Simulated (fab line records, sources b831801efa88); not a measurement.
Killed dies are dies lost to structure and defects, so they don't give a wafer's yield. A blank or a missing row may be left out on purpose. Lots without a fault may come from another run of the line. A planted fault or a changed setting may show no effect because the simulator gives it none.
Which tool did it? | flow sky130 | 24 lots, 72 wafers sampled, at 5 steps of a route of 708

WHAT THE GAUGES READ, wafer by wafer
SKY_VIA1_THK_MEAS_23: measures by xrf. Usual: VIA1_W_THK 271 nm, standard deviation 3.6.
lot  | measured     | on            | VIA1_W_THK (nm) | flag
L074 | day 33 12:44 | film_metro-02 | 274 275 270     |
L075 | day 33 15:49 | film_metro-01 | 266 266 270     |
L076 | day 34 04:30 | film_metro-02 | 276 269 272     |
L077 | day 34 11:22 | film_metro-04 | 267 270 266     |
L078 | day 34 18:00 | film_metro-02 | 265 268 265     |
L079 | day 35 13:28 | film_metro-02 | 268 268 269     |
L080 | day 35 20:40 | film_metro-04 | 271 271 270     |
L081 | day 35 22:24 | film_metro-04 | 268 266 267     |
L082 | day 36 11:54 | film_metro-01 | 274 271 271     |
L083 | day 36 15:28 | film_metro-04 | 269 267 271     |
L084 | day 37 06:10 | film_metro-02 | 268 265 268     |
L086 | day 37 12:54 | film_metro-01 | 273 275 278     |
L085 | day 37 15:10 | film_metro-04 | 264 269 270     |
L087 | day 37 23:23 | film_metro-01 | 270 277 273     |
L088 | day 38 10:56 | film_metro-02 | 266 267 270     |
L089 | day 38 12:30 | film_metro-02 | 274 272 268     |
L090 | day 38 20:54 | film_metro-02 | 270 271 271     |
L091 | day 39 02:48 | film_metro-04 | 270 268 271     |
L092 | day 39 10:42 | film_metro-02 | 267 268 269     |
L093 | day 41 09:55 | film_metro-02 | 272 267 272     |
L097 | day 41 10:14 | film_metro-01 | 277 273 277     |
L094 | day 41 12:22 | film_metro-02 | 276 274 279     |
L096 | day 41 13:00 | film_metro-01 | 277 278 276     |
L095 | day 41 15:23 | film_metro-04 | 271 271 274     |

WHICH TOOL RAN EACH LOT (tool, then ch and the chambers of the sampled wafers, then the start)
lot  | SKY_LI_CONTACT_ETCH_14             | SKY_METAL1_SPUTTER_00        | SKY_METAL1_METAL_ETCH_19          | SKY_VIA1_STRIP_16
L074 | rie_diel-02 ch 1,2,3, day 28 15:05 | pvd_sputter-02, day 31 03:43 | rie_metal-02 ch 0,1, day 32 07:20 | plasma_asher-02 ch 0, day 33 11:51
L075 | rie_diel-02 ch 0,2,3, day 28 17:08 | pvd_sputter-02, day 31 06:32 | rie_metal-04 ch 0,1, day 32 10:40 | plasma_asher-02 ch 0,1, day 33 14:56
L076 | rie_diel-02 ch 1,2,3, day 29 08:28 | pvd_sputter-01, day 31 19:51 | rie_metal-04 ch 0,1, day 32 23:50 | plasma_asher-03 ch 0,1, day 34 03:35
L077 | rie_diel-04 ch 2,3, day 29 15:50   | pvd_sputter-02, day 32 03:11 | rie_metal-02 ch 0,1, day 33 07:40 | plasma_asher-02 ch 0,1, day 34 10:25
L078 | rie_diel-04 ch 2,3, day 29 22:29   | pvd_sputter-01, day 32 10:05 | rie_metal-04 ch 0,1, day 33 13:12 | plasma_asher-03 ch 0,1, day 34 17:07
L079 | rie_diel-02 ch 1,2, day 30 18:23   | pvd_sputter-03, day 33 05:02 | rie_metal-03 ch 0, day 34 08:32   | plasma_asher-03 ch 1, day 35 12:32
L080 | rie_diel-02 ch 0,2,3, day 31 01:41 | pvd_sputter-02, day 33 12:58 | rie_metal-03 ch 0,1, day 34 15:31 | plasma_asher-04 ch 0,1, day 35 19:46
L081 | rie_diel-02 ch 2,3, day 31 04:11   | pvd_sputter-01, day 33 14:22 | rie_metal-03 ch 0, day 34 17:38   | plasma_asher-02 ch 0,1, day 35 21:22
L082 | rie_diel-03 ch 1,2,3, day 31 17:16 | pvd_sputter-02, day 34 03:57 | rie_metal-02 ch 0,1, day 35 06:56 | plasma_asher-03 ch 0,1, day 36 11:02
L083 | rie_diel-02 ch 0,1,2, day 31 20:16 | pvd_sputter-01, day 34 06:35 | rie_metal-02 ch 0,1, day 35 09:56 | plasma_asher-03 ch 1, day 36 14:31
L084 | rie_diel-04 ch 0,2, day 32 11:11   | pvd_sputter-01, day 34 21:23 | rie_metal-04 ch 0, day 36 00:44   | plasma_asher-03 ch 0,1, day 37 05:16
L086 | rie_diel-02 ch 0,3, day 32 19:08   | pvd_sputter-02, day 35 04:35 | rie_metal-04 ch 0,1, day 36 08:17 | plasma_asher-03 ch 0,1, day 37 12:01
L085 | rie_diel-04 ch 0,1,3, day 32 22:56 | pvd_sputter-03, day 35 08:46 | rie_metal-02 ch 0, day 36 11:01   | plasma_asher-02 ch 0,1, day 37 14:19
L087 | rie_diel-02 ch 0,1,2, day 33 07:42 | pvd_sputter-02, day 35 17:23 | rie_metal-04 ch 0,1, day 36 20:17 | plasma_asher-02 ch 0,1, day 37 22:31
L088 | rie_diel-04 ch 0,1, day 33 19:58   | pvd_sputter-01, day 36 04:17 | rie_metal-04 ch 0,1, day 37 07:44 | plasma_asher-02 ch 0,1, day 38 10:02
L089 | rie_diel-04 ch 0,1,3, day 33 22:14 | pvd_sputter-03, day 36 07:04 | rie_metal-02 ch 0, day 37 09:34   | plasma_asher-02 ch 0,1, day 38 11:37
L090 | rie_diel-03 ch 0,3, day 34 04:34   | pvd_sputter-02, day 36 14:17 | rie_metal-04 ch 0,1, day 37 16:47 | plasma_asher-04 ch 0,1, day 38 20:01
L091 | rie_diel-02 ch 2,3, day 34 10:17   | pvd_sputter-03, day 36 20:14 | rie_metal-03 ch 0,1, day 37 21:49 | plasma_asher-02 ch 1, day 39 01:56
L092 | rie_diel-03 ch 0,2, day 34 19:26   | pvd_sputter-02, day 37 05:29 | rie_metal-04 ch 0,1, day 38 07:11 | plasma_asher-02 ch 1, day 39 09:49
L093 | rie_diel-03 ch 0,3, day 36 21:10   | pvd_sputter-02, day 39 04:49 | rie_metal-02 ch 0,1, day 40 07:09 | plasma_asher-02 ch 0, day 41 09:01
L097 | rie_diel-02 ch 0,1, day 36 21:20   | pvd_sputter-01, day 39 05:21 | rie_metal-03 ch 0,1, day 40 07:11 | plasma_asher-02 ch 0,1, day 41 09:22
L094 | rie_diel-03 ch 1,2,3, day 37 00:20 | pvd_sputter-01, day 39 07:28 | rie_metal-04 ch 0,1, day 40 09:19 | plasma_asher-02 ch 0,1, day 41 11:29
L096 | rie_diel-04 ch 0,2,3, day 37 01:59 | pvd_sputter-01, day 39 08:43 | rie_metal-03 ch 0,1, day 40 10:11 | plasma_asher-02 ch 0,1, day 41 12:08
L095 | rie_diel-04 ch 0,1,3, day 37 04:49 | pvd_sputter-01, day 39 11:00 | rie_metal-02 ch 1, day 40 12:26   | plasma_asher-02 ch 0,1, day 41 14:31
- SKY_LI_CONTACT_ETCH_14: etches BARC in N2/H2, stops on SiO2, time 45.9 s, target depth 60 nm.
- SKY_METAL1_SPUTTER_00: material Ti, target thk 15 nm, time 10 s.
- SKY_METAL1_METAL_ETCH_19: etches the open film in Cl2/BCl3, stops on SiO2, target depth 360 nm, time 78 s.
- SKY_VIA1_STRIP_16: strips in O2/N2.

WHAT THE TOOLS THEMSELVES READ (means of the sampled wafers that have a number; where no wafer has one, the mark that the record gives instead)
SKY_LI_CONTACT_ETCH_14. Usual: drypump_motor_current_A 5.5 A, standard deviation 0.32; h2_flow_sccm 200.1 sccm, standard deviation 0.53; oes_product_au 0.854 a.u., standard deviation 0.0046; throttle_valve_pct 13.225 %, standard deviation 0.0084.
lot  | tool        | drypump_motor_current_A (A) | h2_flow_sccm (sccm) | oes_product_au (a.u.) | throttle_valve_pct (%) | flag
L074 | rie_diel-02 | 5.6                         | 200.0               | 0.857                 | 13.223                 |
L075 | rie_diel-02 | 5.5                         | 200.0               | 0.856                 | 13.226                 |
L076 | rie_diel-02 | 5.6                         | 199.9               | 0.851                 | 13.223                 |
L077 | rie_diel-04 | 5.5                         | 199.8               | 0.858                 | 13.220                 |
L078 | rie_diel-04 | 5.4                         | 200.1               | 0.848                 | 13.233                 |
L079 | rie_diel-02 | 5.4                         | 199.9               | 0.855                 | 13.220                 |
L080 | rie_diel-02 | 5.6                         | 200.1               | 0.858                 | 13.217                 |
L081 | rie_diel-02 | 5.7                         | 199.8               | 0.851                 | 13.225                 |
L082 | rie_diel-03 | 5.4                         | 199.7               | 0.854                 | 13.226                 |
L083 | rie_diel-02 | 5.4                         | 199.8               | 0.849                 | 13.224                 |
L084 | rie_diel-04 | 5.7                         | 200.7               | 0.855                 | 13.216                 |
L086 | rie_diel-02 | 5.7                         | 200.4               | 0.855                 | 13.220                 |
L085 | rie_diel-04 | 5.2                         | 200.4               | 0.852                 | 13.224                 |
L087 | rie_diel-02 | 5.4                         | 199.9               | 0.855                 | 13.223                 |
L088 | rie_diel-04 | 5.4                         | 200.7               | 0.854                 | 13.216                 |
L089 | rie_diel-04 | 5.2                         | 200.0               | 0.853                 | 13.233                 |
L090 | rie_diel-03 | 5.6                         | 200.1               | 0.857                 | 13.222                 |
L091 | rie_diel-02 | 5.7                         | 200.3               | 0.849                 | 13.228                 |
L092 | rie_diel-03 | 5.6                         | 199.3               | 0.852                 | 13.220                 |
L093 | rie_diel-03 | 5.3                         | 200.7               | 0.851                 | 13.228                 |
L097 | rie_diel-02 | 5.4                         | 200.0               | 0.857                 | 13.231                 |
L094 | rie_diel-03 | 5.4                         | 200.3               | 0.855                 | 13.223                 |
L096 | rie_diel-04 | 5.5                         | 199.4               | 0.850                 | 13.219                 |
L095 | rie_diel-04 | 5.2                         | 200.1               | 0.858                 | 13.226                 |

SKY_METAL1_SPUTTER_00. Usual: throttle_valve_pct 30.2 %, standard deviation 1.1.
lot  | tool           | throttle_valve_pct (%) | flag
L074 | pvd_sputter-02 | 29.9                   |
L075 | pvd_sputter-02 | 29.6                   |
L076 | pvd_sputter-01 | 31.0                   |
L077 | pvd_sputter-02 | 29.1                   |
L078 | pvd_sputter-01 | 30.9                   |
L079 | pvd_sputter-03 | 30.3                   |
L080 | pvd_sputter-02 | 30.3                   |
L081 | pvd_sputter-01 | 31.1                   |
L082 | pvd_sputter-02 | 30.3                   |
L083 | pvd_sputter-01 | 30.3                   |
L084 | pvd_sputter-01 | 30.1                   |
L086 | pvd_sputter-02 | 30.7                   |
L085 | pvd_sputter-03 | 30.0                   |
L087 | pvd_sputter-02 | 30.2                   |
L088 | pvd_sputter-01 | 30.9                   |
L089 | pvd_sputter-03 | 30.4                   |
L090 | pvd_sputter-02 | 30.2                   |
L091 | pvd_sputter-03 | 30.2                   |
L092 | pvd_sputter-02 | 29.6                   |
L093 | pvd_sputter-02 | 29.7                   |
L097 | pvd_sputter-01 | 30.5                   |
L094 | pvd_sputter-01 | 30.7                   |
L096 | pvd_sputter-01 | 30.6                   |
L095 | pvd_sputter-01 | 30.6                   |

SKY_METAL1_METAL_ETCH_19. Usual: drypump_motor_current_A 5.6 A, standard deviation 0.58; oes_product_au 0.855 a.u., standard deviation 0.0062; throttle_valve_pct 22.263 %, standard deviation 0.0086.
lot  | tool         | drypump_motor_current_A (A) | oes_product_au (a.u.) | throttle_valve_pct (%) | flag
L074 | rie_metal-02 | 6.0                         | 0.853                 | 22.256                 |
L075 | rie_metal-04 | 5.1                         | 0.852                 | 22.267                 |
L076 | rie_metal-04 | 5.0                         | 0.857                 | 22.262                 |
L077 | rie_metal-02 | 6.3                         | 0.845                 | 22.267                 |
L078 | rie_metal-04 | 5.1                         | 0.864                 | 22.264                 |
L079 | rie_metal-03 | 5.1                         | 0.849                 | 22.268                 |
L080 | rie_metal-03 | 5.8                         | 0.852                 | 22.273                 |
L081 | rie_metal-03 | 5.1                         | 0.860                 | 22.262                 |
L082 | rie_metal-02 | 6.3                         | 0.854                 | 22.262                 |
L083 | rie_metal-02 | 6.0                         | 0.853                 | 22.266                 |
L084 | rie_metal-04 | 5.0                         | 0.851                 | 22.261                 |
L086 | rie_metal-04 | 5.0                         | 0.849                 | 22.260                 |
L085 | rie_metal-02 | 6.4                         | 0.853                 | 22.260                 |
L087 | rie_metal-04 | 5.1                         | 0.861                 | 22.257                 |
L088 | rie_metal-04 | 5.1                         | 0.856                 | 22.265                 |
L089 | rie_metal-02 | 6.5                         | 0.858                 | 22.266                 |
L090 | rie_metal-04 | 5.1                         | 0.852                 | 22.259                 |
L091 | rie_metal-03 | 5.5                         | 0.858                 | 22.268                 |
L092 | rie_metal-04 | 5.0                         | 0.854                 | 22.259                 |
L093 | rie_metal-02 | 6.0                         | 0.847                 | 22.266                 |
L097 | rie_metal-03 | 5.5                         | 0.852                 | 22.261                 |
L094 | rie_metal-04 | 5.1                         | 0.854                 | 22.268                 |
L096 | rie_metal-03 | 5.8                         | 0.856                 | 22.274                 |
L095 | rie_metal-02 | 5.8                         | 0.858                 | 22.255                 |

SKY_VIA1_STRIP_16. Usual: drypump_motor_current_A 5.8 A, standard deviation 0.43; o2_flow_sccm 2999 sccm, standard deviation 9.4; oes_product_au 0.415 a.u., standard deviation 0.0041; strip_time_to_endpoint_s 4.447 s, standard deviation 0.025.
lot  | tool            | drypump_motor_current_A (A) | o2_flow_sccm (sccm) | oes_product_au (a.u.) | strip_time_to_endpoint_s (s) | flag
L074 | plasma_asher-02 | 6.4                         | 3016                | 0.418                 | 4.495                        |
L075 | plasma_asher-02 | 5.9                         | 3003                | 0.415                 | 4.459                        |
L076 | plasma_asher-03 | 5.5                         | 2996                | 0.415                 | 4.461                        |
L077 | plasma_asher-02 | 6.2                         | 3000                | 0.414                 | 4.459                        |
L078 | plasma_asher-03 | 5.5                         | 3002                | 0.415                 | 4.409                        |
L079 | plasma_asher-03 | 5.7                         | 2988                | 0.413                 | 4.448                        |
L080 | plasma_asher-04 | 5.9                         | 3003                | 0.417                 | 4.462                        |
L081 | plasma_asher-02 | 5.9                         | 2990                | 0.412                 | 4.444                        |
L082 | plasma_asher-03 | 5.3                         | 2998                | 0.413                 | 4.435                        |
L083 | plasma_asher-03 | 5.7                         | 2998                | 0.414                 | 4.464                        |
L084 | plasma_asher-03 | 5.6                         | 2995                | 0.415                 | 4.444                        |
L086 | plasma_asher-03 | 5.3                         | 2997                | 0.410                 | 4.411                        |
L085 | plasma_asher-02 | 6.2                         | 3001                | 0.414                 | 4.419                        |
L087 | plasma_asher-02 | 5.9                         | 3001                | 0.410                 | 4.438                        |
L088 | plasma_asher-02 | 5.9                         | 2991                | 0.420                 | 4.484                        |
L089 | plasma_asher-02 | 6.1                         | 2989                | 0.412                 | 4.452                        |
L090 | plasma_asher-04 | 5.9                         | 3003                | 0.414                 | 4.432                        |
L091 | plasma_asher-02 | 5.7                         | 3011                | 0.416                 | 4.456                        |
L092 | plasma_asher-02 | 5.7                         | 2990                | 0.417                 | 4.445                        |
L093 | plasma_asher-02 | 6.4                         | 2999                | 0.417                 | 4.450                        |
L097 | plasma_asher-02 | 5.9                         | 3005                | 0.413                 | 4.470                        |
L094 | plasma_asher-02 | 5.9                         | 3000                | 0.414                 | 4.450                        |
L096 | plasma_asher-02 | 5.9                         | 3000                | 0.418                 | 4.470                        |
L095 | plasma_asher-02 | 5.9                         | 2997                | 0.411                 | 4.439                        |

THE ANSWER, worked out from the rows above alone
Rule: a lot is off if the mean of its wafers that have a number lies more than 3 standard deviations from the usual mean. A lot without any number at a reading at which 4 lots or more have one is off too. The other lots that the step has rows for count as sound. The gauges are gone through in route order, then the tools' own readings, and for those a lot's mean is taken as printed above. The first step at which some lot is off is used, and at that step the reading that is off furthest; a lot without a number counts as furthest.
No lot is off at any reading shown: from this, nothing can be told.

WHAT THE SIMULATOR HAD PUT IN
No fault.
